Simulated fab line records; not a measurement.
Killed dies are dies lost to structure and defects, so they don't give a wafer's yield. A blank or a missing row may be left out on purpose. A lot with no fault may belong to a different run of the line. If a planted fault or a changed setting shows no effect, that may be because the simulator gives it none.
Matching of chambers || flow gf180mcu || GF_V2_CMP_04 on cmp-02: 4 sister chambers
The step polishes SiO2. 4 wafers are shown with their chamber, then 10 later ones without.

## WAFERS, EACH WITH ITS CHAMBER
{"wafer": "L359.6", "chamber": 2, "motor-current-A (A)": 11.7}
{"wafer": "L364.1", "chamber": 3, "motor-current-A (A)": 12.4}
{"wafer": "L365.3", "chamber": 1, "motor-current-A (A)": 9.5}
{"wafer": "L365.5", "chamber": 0, "motor-current-A (A)": 10.8}

## WAFERS WITHOUT THEIR CHAMBER
{"wafer": "L365.6", "motor-current-A (A)": 12.9}
{"wafer": "L366.1", "motor-current-A (A)": 12.5}
{"wafer": "L366.2", "motor-current-A (A)": 10.3}
{"wafer": "L366.5", "motor-current-A (A)": 10.4}
{"wafer": "L367.1", "motor-current-A (A)": 10.8}
{"wafer": "L367.3", "motor-current-A (A)": 10.5}
{"wafer": "L367.6", "motor-current-A (A)": 10.1}
{"wafer": "L369.1", "motor-current-A (A)": 11.4}
{"wafer": "L369.2", "motor-current-A (A)": 10.1}
{"wafer": "L369.4", "motor-current-A (A)": 12.1}

## THE CHAMBER EACH PASSED THROUGH
{"wafer": "L365.6", "from the rows above": "can't be placed: 3 or 2", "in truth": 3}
{"wafer": "L366.1", "from the rows above": "can't be placed: 3 or 2", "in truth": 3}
{"wafer": "L366.2", "from the rows above": "can't be placed: 0 or 1", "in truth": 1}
{"wafer": "L366.5", "from the rows above": "can't be placed: 0 or 1", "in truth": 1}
{"wafer": "L367.1", "from the rows above": 0, "in truth": 0}
{"wafer": "L367.3", "from the rows above": "can't be placed: 0 or 1", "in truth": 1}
{"wafer": "L367.6", "from the rows above": "can't be placed: 1 or 0", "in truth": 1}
{"wafer": "L369.1", "from the rows above": "can't be placed: 2 or 0 or 3", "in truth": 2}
{"wafer": "L369.2", "from the rows above": "can't be placed: 1 or 0", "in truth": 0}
{"wafer": "L369.4", "from the rows above": "can't be placed: 3 or 2", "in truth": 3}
1 of 10 placed correctly. Unplaceable from these rows: 9, with the true chamber sitting among the candidates in 9. Wrongly placed: 0.
How it was worked out, from the rows above alone: a wafer's distance from a chamber is the root of the sum, over the readings, of the square of ((its reading less the chamber's mean) divided by the reading's scatter). If the next closest chamber is less than 2 further off than the closest, the wafer can't be placed; otherwise it belongs to the closest. A chamber's mean is the mean of its shown wafers. The scatter: root of mean squared gap, hidden wafer to nearest shown wafer, with one shown wafer a chamber.
